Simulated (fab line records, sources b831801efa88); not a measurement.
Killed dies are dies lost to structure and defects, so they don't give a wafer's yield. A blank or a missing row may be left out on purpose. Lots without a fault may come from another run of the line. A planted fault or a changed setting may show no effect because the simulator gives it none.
fab line records | flow sky130
record lots=7 wafers=21 last_day=49
route steps=708 shown LI_CONTACT@381 LOCAL_INTERCONNECT@387 PAD_OPEN@708
lots that met no fault: from a run of the same line without faults
start_h: hours from the record's first day to the start of the lot's first wafer shown | wait_h: hours since the lot's step before | " the same as in the row above | L1.1+2: a row that stands for several wafers | - no value, or no start given | * or withheld: withheld | < > ~ a bound
route shown NAME@n: a module of which the file shows steps, and the number in the route of the first | usual: mean/standard deviation of fault-free wafers | same: alike in all rows | chamber/n: place in a boat | sites: the reading at each site | _std_site: their standard deviation | _edge_site: outer sites' mean less inner sites' | radius_mm: how far each site lies from the wafer's centre | mask NAME#n: copy n | behind: the tool/chamber that last shaped the wafer | hold: why the lot was held/for how many hours/how that ended | device: the transistor (n, p or np) that didn't switch | end of line: the same wafers' tests at the end of the route | a step without rows: its recipe alone | killed: dies lost to structure and defects at the first sort, not the wafer's yield | map: a wafer's dies, x killed, . not, _ none there
set.NAME: the setting as run; set.NAME@STEP: as run at that earlier step | model.NAME: the simulator's own value behind a step, which no gauge read
lots at some steps of the route; a table a step, a row a wafer
services: from which hour (start_h, from the record's first day; less than 0 if before it) a tool's chamber was out of use, for how many hours, and why
## steps
# step SKY_LI_CONTACT_SPUTTER_19
# recipe material=Ti target_thk_nm=20 chamber_pressure_pa=5 power_w=2500 substrate_temp_c=200 time_s=106.37
# usual throttle_valve_pct=29.9/0.49
# columns lot.wafer tool chamber start_h wait_h throttle_valve_pct
L852.2 pvd_sputter-04 - 675.90 0.0 30.4
L852.4 " - " " 29.6
L852.6 " - " " 30.5
L857.1 pvd_sputter-04 - 715.59 0.0 29.8
L857.3 " - " " 30.4
L857.4 " - " " 30.3
L861.3 pvd_sputter-04 - 745.12 0.0 30.2
L861.5 " - " " 29.7
L861.6 " - " " 29.6
L862.1 pvd_sputter-04 - 757.57 0.0 30.2
L862.2 " - " " 29.9
L862.4 " - " " 30.4
L863.4 pvd_sputter-04 - 764.37 0.0 29.5
L863.5 " - " " 30.0
L863.6 " - " " 30.4
L865.1 pvd_sputter-04 - 778.43 0.0 29.7
L865.4 " - " " 30.4
L865.6 " - " " 30.3
L869.3 pvd_sputter-01 - 804.00 0.0 29.8
L869.5 " - " " 30.1
L869.6 " - " " 30.0
# step SKY_LI_CONTACT_SPUTTER_20
# recipe material=TiN target_thk_nm=20 chamber_pressure_pa=5 power_w=4000 time_s=80
# usual throttle_valve_pct=29.9/0.48
# columns lot.wafer tool chamber start_h wait_h throttle_valve_pct
L852.2 pvd_sputter-04 - 675.97 0.0 30.1
L852.4 " - " " 29.9
L852.6 " - " " 30.6
L857.1 pvd_sputter-04 - 715.66 0.0 30.0
L857.3 " - " " 30.2
L857.4 " - " " 30.1
L861.3 pvd_sputter-04 - 745.20 0.0 30.0
L861.5 " - " " 29.7
L861.6 " - " " 30.0
L862.1 pvd_sputter-04 - 757.65 0.0 30.1
L862.2 " - " " 29.5
L862.4 " - " " 30.5
L863.4 pvd_sputter-04 - 764.44 0.0 29.5
L863.5 " - " " 30.1
L863.6 " - " " 30.3
L865.1 pvd_sputter-04 - 778.50 0.0 30.1
L865.4 " - " " 30.4
L865.6 " - " " 30.3
L869.3 pvd_sputter-01 - 804.08 0.0 29.8
L869.5 " - " " 29.9
L869.6 " - " " 29.9
# step SKY_LI_CONTACT_CVD_21
# recipe material=W target_thk_nm=400 time_s=120.56 temp_c=400 pressure_torr=40
# usual heater_power_w=859/97
# columns lot.wafer tool chamber start_h wait_h heater_power_w
L852.2 cvd_w-02 1 676.04 0.0 729
L852.4 " 1 " " 729
L852.6 " 0 " " 938
L857.1 cvd_w-02 0 715.72 0.0 918
L857.3 " 0 " " 912
L857.4 " 1 " " 737
L861.3 cvd_w-02 1 745.30 0.1 750
L861.5 " 1 " " 734
L861.6 " 0 " " 918
L862.1 cvd_w-01 1 757.71 0.0 995
L862.2 " 0 " " 807
L862.4 " 1 " " 996
L863.4 cvd_w-01 1 764.55 0.1 992
L863.5 " 1 " " 951
L863.6 " 0 " " 834
L865.1 cvd_w-02 1 778.56 0.0 717
L865.4 " 0 " " 924
L865.6 " 0 " " 941
L869.3 cvd_w-01 1 804.18 0.1 996
L869.5 " 1 " " 1002
L869.6 " 0 " " 816
# step SKY_LI_CONTACT_RS_MEAS_22
# recipe thk_meas_gauge=four-point-probe reads=W_of_LI_CONTACT_CVD_21+TiN_of_LI_CONTACT_SPUTTER_20+Ti_of_LI_CONTACT_SPUTTER_19
# usual LI_CONTACT_W_RS=0.280/0.0059
# columns lot.wafer tool chamber start_h wait_h LI_CONTACT_W_RS[ohm/sq]
L852.2 film_metro-02 - 676.18 0.1 0.275
L852.4 " - " " 0.274
L852.6 " - " " 0.284
L857.1 film_metro-02 - 715.85 0.1 0.292
L857.3 " - " " 0.290
L857.4 " - " " 0.275
L861.3 film_metro-02 - 745.47 0.1 0.271
L861.5 " - " " 0.268
L861.6 " - " " 0.285
L862.1 film_metro-02 - 757.83 0.1 0.286
L862.2 " - " " 0.289
L862.4 " - " " 0.283
L863.4 film_metro-01 - 764.69 0.1 0.284
L863.5 " - " " 0.282
L863.6 " - " " 0.289
L865.1 film_metro-03 - 778.69 0.1 0.274
L865.4 " - " " 0.284
L865.6 " - " " 0.284
L869.3 film_metro-01 - 804.30 0.1 0.278
L869.5 " - " " 0.278
L869.6 " - " " 0.284
# step SKY_LI_CONTACT_THK_MEAS_23
# recipe thk_meas_gauge=xrf reads=W_of_LI_CONTACT_CVD_21
# usual LI_CONTACT_W_THK=394/8.5
# columns lot.wafer tool chamber start_h wait_h LI_CONTACT_W_THK[nm]
L852.2 film_metro-02 - 676.29 0.1 403
L852.4 " - " " 404
L852.6 " - " " 390
L857.1 film_metro-02 - 715.97 0.1 380
L857.3 " - " " 384
L857.4 " - " " 403
L861.3 film_metro-02 - 745.57 0.1 409
L861.5 " - " " 415
L861.6 " - " " 392
L862.1 film_metro-02 - 757.95 0.1 386
L862.2 " - " " 385
L862.4 " - " " 395
L863.4 film_metro-01 - 764.78 0.1 386
L863.5 " - " " 387
L863.6 " - " " 379
L865.1 film_metro-03 - 778.81 0.1 405
L865.4 " - " " 388
L865.6 " - " " 394
L869.3 film_metro-01 - 804.40 0.1 395
L869.5 " - " " 396
L869.6 " - " " 386
# step SKY_LI_CONTACT_CMP_24
# recipe stop_on=PSG t_overpolish_s=20 down_force_psi=3.5 platen_rpm=60 target_thk_nm=0 pad_velocity_m_s=0.94248
# usual motor_current_A=10.9/0.99 overpolish_run_s=19.999/0.0099 retaining_ring_pressure_frac=0.999/0.0048 slurry_flow_ml_min=150.0/0.49 time_to_endpoint_s=96/4.3
# columns lot.wafer tool chamber start_h wait_h motor_current_A overpolish_run_s retaining_ring_pressure_frac slurry_flow_ml_min time_to_endpoint_s
L852.2 cmp-02 0 676.39 0.1 11.8 19.995 1.001 150.4 100
L852.4 " 1 " " 10.7 20.011 0.987 149.7 111
L852.6 " 0 " " 12.7 20.001 1.008 149.5 100
L857.3 cmp-01 3 716.03 0.0 9.4 19.998 1.001 150.9 92
L857.1 " 0 " " 9.7 20.006 0.999 150.0 92
L857.4 " 1 " " 10.7 19.999 1.000 150.2 99
L861.3 cmp-02 2 745.93 0.4 10.4 19.987 1.002 150.4 96
L861.6 " 2 " " 10.2 20.000 1.002 150.2 92
L861.5 " 3 " " 11.1 20.003 0.998 150.4 99
L862.1 cmp-02 3 758.01 0.1 11.9 20.018 0.998 149.2 92
L862.4 " 0 " " 12.2 19.995 0.993 149.9 93
L862.2 " 1 " " 11.0 19.988 1.002 149.9 93
L863.4 cmp-01 3 764.96 0.2 9.6 20.007 1.000 150.6 94
L863.5 " 0 " " 9.4 19.968 1.004 149.7 98
L863.6 " 1 " " 10.4 19.997 1.002 150.4 94
L865.1 cmp-02 1 778.87 0.1 10.2 20.001 1.000 150.1 102
L865.4 " 0 " " 12.1 20.009 0.997 149.5 96
L865.6 " 2 " " 10.8 19.993 0.999 149.7 87
L869.3 cmp-01 2 804.59 0.2 12.3 19.996 1.003 150.2 93
L869.6 " 3 " " 9.8 19.980 0.999 150.5 93
L869.5 " 0 " " 9.5 19.995 1.009 150.2 95
# step SKY_LOCAL_INTERCONNECT_SPUTTER_00
# recipe material=TiN target_thk_nm=100 temp_c=300 power_w=6500 time_s=83.3 chamber_pressure_pa=0.4
# step SKY_LOCAL_INTERCONNECT_RS_MEAS_01
# recipe thk_meas_gauge=four-point-probe reads=TiN_of_LOCAL_INTERCONNECT_SPUTTER_00
# usual LOCAL_INTERCONNECT_TIN_RS=14.13/0.14
# columns lot.wafer tool chamber start_h wait_h LOCAL_INTERCONNECT_TIN_RS[ohm/sq]
L852.2 film_metro-03 - 676.73 0.1 14.14
L852.4 " - " " 14.13
L852.6 " - " " 14.06
L857.1 film_metro-04 - 716.39 0.0 14.16
L857.3 " - " " 14.14
L857.4 " - " " 14.25
L861.3 film_metro-04 - 746.34 0.1 14.18
L861.5 " - " " 14.13
L861.6 " - " " 14.26
L862.1 film_metro-03 - 758.38 0.0 14.29
L862.2 " - " " 14.27
L862.4 " - " " 14.10
L863.4 film_metro-03 - 765.23 0.1 13.94
L863.5 " - " " 13.91
L863.6 " - " " 14.07
L865.1 film_metro-04 - 779.23 0.0 14.15
L865.4 " - " " 14.00
L865.6 " - " " 13.91
L869.3 film_metro-03 - 804.85 0.1 14.09
L869.5 " - " " 13.99
L869.6 " - " " 14.05
# step SKY_LOCAL_INTERCONNECT_THK_MEAS_02
# recipe thk_meas_gauge=xrf reads=TiN_of_LOCAL_INTERCONNECT_SPUTTER_00
# usual LOCAL_INTERCONNECT_TIN_THK=98.8/0.91
# columns lot.wafer tool chamber start_h wait_h LOCAL_INTERCONNECT_TIN_THK[nm]
L852.2 film_metro-03 - 676.84 0.1 98.9
L852.4 " - " " 99.1
L852.6 " - " " 99.6
L857.1 film_metro-04 - 716.51 0.1 98.9
L857.3 " - " " 98.9
L857.4 " - " " 97.6
L861.3 film_metro-04 - 746.44 0.1 98.8
L861.5 " - " " 99.1
L861.6 " - " " 97.9
L862.1 film_metro-03 - 758.50 0.1 97.9
L862.2 " - " " 97.9
L862.4 " - " " 99.3
L863.4 film_metro-03 - 765.32 0.1 99.9
L863.5 " - " " 100.4
L863.6 " - " " 99.8
L865.1 film_metro-04 - 779.35 0.1 99.0
L865.4 " - " " 100.1
L865.6 " - " " 100.7
L869.3 film_metro-03 - 804.95 0.1 99.5
L869.5 " - " " 99.9
L869.6 " - " " 98.9
# step SKY_LOCAL_INTERCONNECT_DEHYDRATE_03
# recipe temp_c=200 time_s=60
# step SKY_LOCAL_INTERCONNECT_HMDS_04
# recipe prime_time_s=60 prime_temp_c=120
# step SKY_LOCAL_INTERCONNECT_COAT_05
# recipe resist=BARC temp_c=withheld time_s=withheld spin_rpm=3000 resist_thk_nm=60
# step SKY_LOCAL_INTERCONNECT_COAT_06
# recipe resist=KrF-thick spin_rpm=3000 resist_thk_nm=450
# usual spin_speed_rpm=3000.0/2.1
# columns lot.wafer tool chamber start_h wait_h spin_speed_rpm model.KrF-thick_of_LOCAL_INTERCONNECT_COAT_06.thk_nm
L852.2 litho_track-04 0 689 - 3000.2 450.4
L852.4 " 0 " " 3000.6 451.6
L852.6 " 0 " " 2999.0 449.5
L857.1 litho_track-01 0 730 - 2999.7 447.9
L857.3 " 0 " " 2997.6 448.9
L857.4 " 0 " " 2996.9 449.3
L861.3 litho_track-04 0 759 - 3240.1 435.1
L861.5 " 0 760 - 3237.9 433.5
L861.6 " 0 " " 3240.3 434.8
L862.1 litho_track-04 0 770 - 3237.2 433.5
L862.2 " 0 " " 3238.4 433.6
L862.4 " 0 " " 3239.5 434.2
L863.4 litho_track-04 0 778 - 3243.1 437
L863.5 " 0 " " 3239.2 435.3
L863.6 " 0 " " 3241.8 435.3
L865.1 litho_track-03 0 792 - 3000.4 449.3
L865.4 " 0 " " 3003.5 449.6
L865.6 " 0 " " 2997.1 449.4
L869.3 litho_track-01 0 818 - 3000.4 447.6
L869.5 " 0 " " 3000.3 449.3
L869.6 " 0 " " 3001.4 447
# step SKY_LOCAL_INTERCONNECT_SOFTBAKE_07
# recipe temp_c=100 time_s=90 resist=KrF-thick
# step SKY_LOCAL_INTERCONNECT_EXPOSE_08
# recipe mask_id=LI1M na=0.8 source_shape=annular sigma_inner=0.55 sigma_outer=0.85 target_cd_nm=170 dose_mj=28
# step SKY_LOCAL_INTERCONNECT_PEB_09
# recipe peb_temp_c=withheld peb_time_s=withheld resist=KrF-thick
# step SKY_LOCAL_INTERCONNECT_DEVELOP_10
# recipe develop_time_s=60 resist=KrF-thick dev_temp_c=21
# step SKY_LOCAL_INTERCONNECT_CD_MEAS_11
# recipe target_cd_nm=170
# usual cd_nm=169.7/1.5
# columns lot.wafer tool chamber start_h wait_h cd_nm
L852.2 cd_sem-02 - 703.88 - 170.1
L852.4 " - " " 170.6
L852.6 " - " " 168.8
L857.1 cd_sem-01 - 743.95 - 169.5
L857.3 " - " " 170.0
L857.4 " - " " 169.7
L861.3 cd_sem-01 - 773.01 - 168.5
L861.5 " - " " 166.7
L861.6 " - " " 166.4
L862.1 cd_sem-01 - 784.46 - 169.7
L862.2 " - " " 167.5
L862.4 " - " " 169.0
L863.4 cd_sem-02 - 792.32 - 169.8
L863.5 " - " " 168.7
L863.6 " - " " 169.1
L865.1 cd_sem-01 - 805.67 - 172.6
L865.4 " - " " 172.3
L865.6 " - " " 172.6
L869.3 cd_sem-02 - 831.35 - 169.0
L869.5 " - " " 169.3
L869.6 " - " " 169.5
# step SKY_LOCAL_INTERCONNECT_OVL_MEAS_12
# usual LOCAL_INTERCONNECT_OVL=-2/5.3
# columns lot.wafer tool chamber start_h wait_h LOCAL_INTERCONNECT_OVL[nm]
L852.2 overlay-02 - 703.99 0.1 -10
L852.4 " - " " -1
L852.6 " - " " -3
L857.1 overlay-02 - 744.07 0.1 0
L857.3 " - " " 2
L857.4 " - " " -2
L861.3 overlay-02 - 773.10 0.1 -1
L861.5 " - " " -3
L861.6 " - " " -1
L862.1 overlay-02 - 784.58 0.1 -8
L862.2 " - " " 0
L862.4 " - " " -7
L863.4 overlay-01 - 792.40 0.1 -12
L863.5 " - " " -1
L863.6 " - " " -9
L865.1 overlay-01 - 805.79 0.1 0
L865.4 " - " " 3
L865.6 " - " " 2
L869.3 overlay-02 - 831.44 0.1 2
L869.5 " - " " -3
L869.6 " - " " 2
# step SKY_LOCAL_INTERCONNECT_ETCH_13
# recipe chemistry=N2/H2 target=BARC ion_energy_ev=200 bias_w=100 pressure_mtorr=30 n2_flow_sccm=100 h2_flow_sccm=200 icp_w=500 stop_on=SiO2 time_s=45.9 target_depth_a=600
# usual drypump_motor_current_A=5.7/0.36 h2_flow_sccm=200.1/0.65 oes_product_au=0.855/0.0047 throttle_valve_pct=13.225/0.0095
# columns lot.wafer tool chamber start_h wait_h drypump_motor_current_A h2_flow_sccm oes_product_au rf_hours_counter_h throttle_valve_pct
L852.2 rie_metal-04 1 704.02 0.0 6.1 200.7 0.855 0 13.228
L852.4 " 0 " " 5.1 201.2 0.852 - 13.221
L852.6 " 0 " " 5.1 200.1 0.857 - 13.220
L857.1 rie_metal-01 0 744.10 0.0 5.5 200.6 0.856 2 13.221
L857.3 " 1 " " 5.7 200.3 0.850 - 13.225
L857.4 " 0 " " 5.4 200.8 0.854 - 13.219
L861.3 rie_metal-01 1 773.17 0.1 5.7 200.5 0.855 - 13.222
L861.5 " 1 " " 5.7 199.9 0.856 - 13.224
L861.6 " 1 " " 5.7 200.3 0.863 - 13.227
L862.1 rie_metal-02 1 784.62 0.0 5.5 200.1 0.849 12 13.214
L862.2 " 0 " " 6.2 199.8 0.849 14 13.234
L862.4 " 1 " " 5.5 200.4 0.848 - 13.227
L863.4 rie_metal-02 0 792.44 0.0 6.2 200.7 0.851 - 13.224
L863.5 " 0 " " 6.2 200.3 0.854 - 13.218
L863.6 " 1 " " 5.5 199.8 0.853 - 13.232
L865.1 rie_metal-04 1 805.83 0.0 6.0 199.9 0.846 4 13.210
L865.4 " 0 " " 5.1 198.9 0.865 - 13.223
L865.6 " 1 " " 6.0 201.2 0.853 - 13.232
L869.3 rie_metal-02 0 831.49 0.0 6.3 199.8 0.853 - 13.244
L869.5 " 1 " " 5.5 200.2 0.857 - 13.213
L869.6 " 0 " " 6.2 199.0 0.847 - 13.218
# step SKY_LOCAL_INTERCONNECT_METAL_ETCH_14
# recipe target_depth_nm=110 stop_on=PSG chemistry=Cl2/BCl3 target=TiN resist_sidewall_deg=88 pressure_mtorr=10 icp_w=900 bias_w=48.5 Cl2_flow_sccm=60 bcl3_flow_sccm=30 time_s=31.4
# usual drypump_motor_current_A=5.7/0.37 oes_product_au=0.941/0.0068 throttle_valve_pct=21.901/0.0097
# columns lot.wafer tool chamber start_h wait_h drypump_motor_current_A oes_product_au rf_hours_counter_h throttle_valve_pct model.KrF-thick_of_LOCAL_INTERCONNECT_COAT_06.thk_nm
L852.2 rie_metal-04 1 704.08 0.0 6.0 0.938 1 21.902 349.9
L852.4 " 0 " " 5.1 0.945 - 21.912 350.3
L852.6 " 0 " " 5.1 0.940 - 21.911 348.4
L857.1 rie_metal-01 0 744.17 0.0 5.4 0.931 2 21.901 345.2
L857.3 " 1 " " 5.7 0.945 - 21.879 347.7
L857.4 " 0 " " 5.5 0.919 - 21.906 346.6
L861.3 rie_metal-01 1 773.29 0.1 5.7 0.939 - 21.901 334.3
L861.5 " 1 " " 5.7 0.942 - 21.894 333
L861.6 " 1 " " 5.7 0.942 - 21.907 334.4
L862.1 rie_metal-02 1 784.68 0.0 5.5 0.934 12 21.912 331.5
L862.2 " 0 " " 6.2 0.941 14 21.898 331.6
L862.4 " 1 " " 5.5 0.940 - 21.910 332.1
L863.4 rie_metal-02 0 792.50 0.0 6.2 0.945 - 21.893 335.6
L863.5 " 0 " " 6.2 0.952 - 21.907 333.9
L863.6 " 1 " " 5.5 0.941 - 21.925 335
L865.1 rie_metal-04 1 805.89 0.0 6.0 0.945 4 21.892 347.7
L865.4 " 0 " " 5.1 0.946 - 21.906 349.3
L865.6 " 1 " " 6.0 0.946 - 21.901 347.7
L869.3 rie_metal-02 0 831.55 0.0 6.2 0.943 - 21.905 347.1
L869.5 " 1 " " 5.5 0.953 - 21.908 348.6
L869.6 " 0 " " 6.3 0.950 - 21.891 346.2
# step SKY_LOCAL_INTERCONNECT_STRIP_15
# recipe chemistry=O2/N2 power_w=1400 pressure_mtorr=1500 platen_temp_c=withheld o2_flow_sccm=3000 n2_flow_sccm=300 overash_fraction=0.5
# usual drypump_motor_current_A=5.87/0.18 oes_product_au=0.428/0.0046 strip_time_to_endpoint_s=4.730/0.019
# columns lot.wafer tool chamber start_h wait_h drypump_motor_current_A oes_product_au rf_hours_counter_h strip_time_to_endpoint_s
L852.2 plasma_asher-04 1 704.13 0.0 5.93 0.422 57 4.740
L852.4 " 1 " " 5.93 0.429 - 4.746
L852.6 " 0 " " 5.91 0.423 - 4.714
L857.1 plasma_asher-02 1 744.22 0.0 5.89 0.430 0 4.668
L857.3 " 0 " " 5.67 0.423 - 4.706
L857.4 " 1 " " 5.91 0.427 - 4.712
L861.3 plasma_asher-02 1 773.39 0.1 5.87 0.420 - 4.581
L861.5 " 1 " " 5.89 0.424 - 4.572
L861.6 " 0 " " 5.68 0.421 - 4.563
L862.1 plasma_asher-04 1 784.73 0.0 5.95 0.421 65 4.543
L862.2 " 0 " " 5.94 0.429 65 4.556
L862.4 " 0 " " 5.92 0.427 - 4.527
L863.4 plasma_asher-02 1 792.57 0.1 5.89 0.425 - 4.594
L863.5 " 1 " " 5.88 0.425 - 4.570
L863.6 " 0 " " 5.71 0.422 - 4.577
L865.1 plasma_asher-02 0 805.94 0.0 5.68 0.425 6 4.714
L865.4 " 0 " " 5.69 0.426 - 4.723
L865.6 " 0 " " 5.68 0.425 - 4.708
L869.3 plasma_asher-04 1 831.62 0.1 5.90 0.430 - 4.710
L869.5 " 0 " " 5.91 0.427 - 4.724
L869.6 " 1 " " 5.90 0.427 - 4.689
# step SKY_LOCAL_INTERCONNECT_STRIP_16
# recipe chemistry=post_etch_residue_remover time_s=1200 temp_c=72.5
# step SKY_PAD_OPEN_PROBE_99
# usual killed_at_M0_to_M3=43/7.7 killed_at_M4_up=2.9/1.9 killed_at_contacts=24/5.9 killed_at_front_end=16/5.1 killed_at_other=0.3/0.63 killed_dies=86/10 killed_open=47/7.6 killed_short=39/6.8
# same gross_dies=492 killed_at_back_side=0
# columns lot.wafer tool chamber start_h wait_h killed_at_M0_to_M3 killed_at_M4_up killed_at_contacts killed_at_front_end killed_at_other killed_dies killed_open killed_short
L852.2 prober-02 - 1073.25 0.1 33 0 35 8 0 76 43 33
L852.4 prober-02 - 1073.35 0.2 39 4 21 23 0 87 48 37
L852.6 prober-02 - 1073.45 0.2 41 0 16 14 0 71 40 31
L857.1 prober-02 - 1103.19 0.1 42 1 15 13 1 72 42 29
L857.3 prober-02 - 1103.29 0.2 52 2 17 6 0 77 44 32
L857.4 prober-02 - 1103.34 0.2 50 1 24 9 3 87 47 37
L865.1 prober-02 - 1147.76 0.1 49 1 22 11 0 83 44 39
L865.4 prober-02 - 1147.91 0.2 41 0 26 17 1 85 41 44
# killed by level:class
L852.2 LI_CONTACT:geometric_particle:open=15 VIA1:geometric_particle:open=8 CONTACT:geometric_particle:short=7 CONTACT:geometric_particle:open=7 METAL2:geometric_particle:short=7 VIA1:geometric_particle:short=6 VIA2:geometric_particle:open=5 LOCAL_INTERCONNECT:geometric_particle:short=4
L852.4 VIA3:geometric_particle:open=8 LI_CONTACT:geometric_particle:open=7 VIA1:geometric_particle:open=7 FIELD_ISO:geometric_particle:short=6 LOCAL_INTERCONNECT:geometric_particle:short=6 VIA2:geometric_particle:open=6 CONTACT:geometric_particle:open=5 METAL1:geometric_particle:short=5
L852.6 VIA1:geometric_particle:open=11 METAL1:geometric_particle:short=8 VIA3:geometric_particle:open=6 LI_CONTACT:geometric_particle:open=5 CONTACT:geometric_particle:open=5 FIELD_ISO:geometric_particle:open=4 LI_CONTACT:geometric_particle:short=4 METAL2:geometric_particle:short=4
L857.1 VIA3:geometric_particle:open=10 VIA1:geometric_particle:open=10 VIA1:geometric_particle:short=5 FIELD_ISO:geometric_particle:open=4 VIA2:geometric_particle:short=4 VIA2:geometric_particle:open=4 POLY_GATE:geometric_particle:open=3 LOCAL_INTERCONNECT:geometric_particle:short=3
L857.3 VIA1:geometric_particle:open=11 VIA1:geometric_particle:short=8 VIA2:geometric_particle:open=8 LI_CONTACT:geometric_particle:open=7 VIA2:geometric_particle:short=7 CONTACT:geometric_particle:open=6 VIA3:geometric_particle:open=5 VIA3:geometric_particle:short=5
L857.4 VIA1:geometric_particle:open=14 CONTACT:geometric_particle:open=8 VIA3:geometric_particle:open=8 LI_CONTACT:geometric_particle:open=7 LOCAL_INTERCONNECT:geometric_particle:short=6 VIA2:geometric_particle:short=6 METAL1:geometric_particle:short=5 VIA1:geometric_particle:short=5
L865.1 VIA1:geometric_particle:open=8 LI_CONTACT:geometric_particle:open=8 VIA3:geometric_particle:open=8 VIA1:geometric_particle:short=7 METAL1:geometric_particle:short=7 VIA2:geometric_particle:open=7 FIELD_ISO:geometric_particle:short=6 LOCAL_INTERCONNECT:geometric_particle:short=4
L865.4 METAL2:geometric_particle:short=8 VIA3:geometric_particle:open=7 VIA1:geometric_particle:open=7 LI_CONTACT:geometric_particle:open=6 CONTACT:geometric_particle:open=6 VIA1:geometric_particle:short=6 CONTACT:geometric_particle:short=5 METAL1:geometric_particle:short=5
## services
# columns tool chamber start_h hours kind
cmp-01 - 657.49 5.2 repair
rie_metal-01 0 661.63 - clean
rie_metal-01 0 661.63 15.5 scheduled_down
rie_metal-01 0 661.63 15.5 vent_cycle
rie_metal-02 - 664.31 0.2 repair
rie_metal-04 1 665.58 - clean
rie_metal-04 1 665.58 16.8 scheduled_down
rie_metal-04 1 665.58 16.8 vent_cycle
cvd_w-02 1 667.97 2.4 repair
cvd_w-01 - 671.34 14.6 pm
plasma_asher-04 - 673.12 2.3 repair
rie_metal-02 1 710.65 1.2 repair
cmp-02 - 721.10 7.7 pm
pvd_sputter-04 - 733.54 5.0 repair
plasma_asher-02 - 733.75 9.0 pm
plasma_asher-02 0 733.75 9.0 vent_cycle
plasma_asher-02 1 733.75 9.0 vent_cycle
cmp-02 - 733.79 0.5 repair
plasma_asher-02 0 742.75 - clean
cmp-01 - 744.22 4.0 pm
rie_metal-04 0 769.73 8.5 repair
rie_metal-01 0 771.34 8.5 repair
plasma_asher-04 - 771.42 4.5 repair
rie_metal-04 0 808.55 17.4 repair
## key
first_sign step=SKY_LOCAL_INTERCONNECT_COAT_06 reading=spin_speed_rpm direction=up sigmas=99+ usual=3000.0 struck=3239.7
effect step=SKY_LOCAL_INTERCONNECT_STRIP_15 reading=strip_time_to_endpoint_s direction=down sigmas=8.7 usual=* struck=*
model_effect step=SKY_LOCAL_INTERCONNECT_COAT_06 value=KrF-thick_of_LOCAL_INTERCONNECT_COAT_06.thk_nm without=451.7 struck=434.7
model_effect step=SKY_LOCAL_INTERCONNECT_METAL_ETCH_14 value=KrF-thick_of_LOCAL_INTERCONNECT_COAT_06.thk_nm without=350.4 struck=333.5
met_at SKY_LOCAL_INTERCONNECT_COAT_06
struck_wafers L861.3,L861.5,L861.6,L862.1,L862.2,L862.4,L863.4,L863.5,L863.6
tester_left_out L861,L862,L863
onset_between 689 759
fault kind=process_parameter_drift tool=litho_track-04 chamber=- onset_h=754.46 steps=SKY_LOCAL_INTERCONNECT_COAT_06 channel=spin_rpm offset=238.45 shape=step end_h=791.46 acts_in=these_recipes_only stated=3000
# tester_left_out: of these lots the tester's yield and bins aren't shown, on N5 and GAA mostly nor the transistor test; their killed dies are dies lost to structure and defects alone, not to doping, threshold or leakage, so they don't give the yield
